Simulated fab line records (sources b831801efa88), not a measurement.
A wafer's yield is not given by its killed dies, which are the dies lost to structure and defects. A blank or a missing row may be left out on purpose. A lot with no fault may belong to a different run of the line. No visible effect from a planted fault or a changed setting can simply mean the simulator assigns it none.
The tool behind it: which one?	flow sky130	Sampling: 11 lots, 33 wafers, 3 of 708 route steps

## WHAT THE GAUGES SHOWED, per wafer
SKY_PASSIVATION_THK_MEAS_01.
lot	measured	on	PASSIVATION_CVD_00_THK (nm)
L885	day 43 16:28	filmMetro-02	89.7 90.9 91.1
L886	day 44 04:48	filmMetro-03	89.2 89.5 90.9
L887	day 44 08:56	filmMetro-02	88.0 89.3 90.1
L888	day 44 15:16	filmMetro-04	89.0 90.8 90.4
L889	day 45 05:28	filmMetro-04	88.9 88.7 89.9
L897	day 47 04:11	filmMetro-02	89.3 90.8 90.2
L898	day 47 05:51	filmMetro-03	88.0 89.4 90.4
L903	day 48 17:20	filmMetro-04	90.7 90.9 93.0
L904	day 48 19:07	filmMetro-02	88.1 88.5 89.3
L906	day 48 23:19	filmMetro-04	89.0 92.0 91.6
L908	day 49 04:50	filmMetro-04	89.3 92.4 91.7

## TOOL THAT RAN EACH LOT (tool first, then ch and the chambers of the sampled wafers, then the start)
lot	SKY_FIELD_ISO_CVD_24	SKY_METAL5_SPUTTER_01
L885	hdpcvd-02 ch 0,2, day 2 07:07	pvdSputter-04, day 42 16:17
L886	hdpcvd-02 ch 0,1,2, day 2 11:17	pvdSputter-04, day 43 04:47
L887	hdpcvd-01 ch 0,1, day 2 19:22	pvdSputter-04, day 43 08:44
L888	hdpcvd-01 ch 1,2, day 2 22:43	pvdSputter-03, day 43 15:55
L889	hdpcvd-02 ch 0,1,2, day 3 04:52	pvdSputter-03, day 44 06:51
L897	hdpcvd-01 ch 0,2, day 4 22:04	pvdSputter-04, day 46 05:57
L898	hdpcvd-01 ch 0,1,2, day 5 02:19	pvdSputter-04, day 46 08:05
L903	hdpcvd-02 ch 1,2, day 6 04:37	pvdSputter-03, day 47 21:41
L904	hdpcvd-02 ch 1,2, day 6 12:05	pvdSputter-02, day 47 23:56
L906	hdpcvd-02 ch 0,2, day 6 19:28	pvdSputter-04, day 48 03:26
L908	hdpcvd-02 ch 0,2, day 7 07:01	pvdSputter-02, day 48 09:59
- SKY_FIELD_ISO_CVD_24: deposits SiO2, target thk 595 nm, time 99.2 s.
- SKY_METAL5_SPUTTER_01: material TiN, target thk 20 nm, time 16.7 s.

## THE ANSWER, worked out from the rows above alone
Rule: usual is defined by the lots themselves. The widest of any qualifying gaps counts: lots, ordered by their means at a reading, are off when they make up no more than a third of the lots, leave a main group of 4 or more, and stand apart from it by 3 or more times the standard deviation of that group's means. The tables above print the reading to a certain number of digits; a main group whose means all agree to those digits is not used. A lot without any number at a reading at which 4 lots or more have one is off too. Any other lot the step has rows for is counted as sound.
No lot is off at any reading shown: from this, nothing can be told.

## WHAT THE SIMULATOR HAD INSERTED
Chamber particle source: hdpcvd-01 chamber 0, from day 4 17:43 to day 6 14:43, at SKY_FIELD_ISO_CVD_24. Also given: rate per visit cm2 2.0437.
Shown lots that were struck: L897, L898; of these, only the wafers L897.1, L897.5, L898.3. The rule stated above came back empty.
